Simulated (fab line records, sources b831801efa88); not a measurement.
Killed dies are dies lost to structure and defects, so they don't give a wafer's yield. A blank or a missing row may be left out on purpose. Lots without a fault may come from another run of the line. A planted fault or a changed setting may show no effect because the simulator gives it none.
Chamber matching | flow sky130 | SKY_VIA3_ETCH_15 on rie_diel-01: 4 sister chambers
The step etches SiO2 in C4F8/O2/Ar, stops on TiN, target depth 507 nm, time 78 s. 8 wafers are shown with their chamber, then 12 later ones without.

WAFERS WITH THEIR CHAMBER
wafer  | chamber | oes_product_au (a.u.)
L083.1 | 2       | 0.950
L085.4 | 2       | 0.951
L086.5 | 1       | 0.949
L090.3 | 1       | 0.955
L090.6 | 0       | 0.952
L093.2 | 0       | 0.937
L093.4 | 3       | 0.939
L093.5 | 3       | 0.949

WAFERS WITHOUT THEIR CHAMBER
wafer  | oes_product_au (a.u.)
L094.4 | 0.946
L094.5 | 0.953
L094.6 | 0.945
L095.1 | 0.949
L095.2 | 0.951
L095.3 | 0.946
L095.4 | 0.946
L095.5 | 0.946
L095.6 | 0.944
L096.1 | 0.943
L096.2 | 0.946
L096.4 | 0.948

WHICH CHAMBER EACH WENT THROUGH
wafer  | from the rows above               | in truth
L094.4 | can't be placed: 0 or 3 or 2 or 1 | 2
L094.5 | can't be placed: 1 or 2 or 0 or 3 | 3
L094.6 | can't be placed: 0 or 3 or 2 or 1 | 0
L095.1 | can't be placed: 2 or 1 or 0 or 3 | 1
L095.2 | can't be placed: 2 or 1 or 0 or 3 | 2
L095.3 | can't be placed: 0 or 3 or 2 or 1 | 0
L095.4 | can't be placed: 0 or 3 or 2 or 1 | 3
L095.5 | can't be placed: 0 or 3 or 2 or 1 | 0
L095.6 | can't be placed: 3 or 0 or 2 or 1 | 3
L096.1 | can't be placed: 3 or 0 or 2 or 1 | 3
L096.2 | can't be placed: 0 or 3 or 2 or 1 | 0
L096.4 | can't be placed: 2 or 0 or 1 or 3 | 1
Placed correctly: 0 of 12. Can't be placed from these rows: 12 (the true chamber is among the candidates in 12). Placed wrongly: 0.
How it was worked out, from the rows above alone: a wafer's distance from a chamber is the root of the sum, over the readings, of the square of ((its reading less the chamber's mean) divided by the reading's scatter). The wafer belongs to the nearest chamber; if the next one is less than 2 further off, it can't be placed. A chamber's mean is the mean of its shown wafers. The scatter: the root of (the sum of the squares of (reading less its chamber's mean) over the shown wafers, divided by (wafers less chambers)).
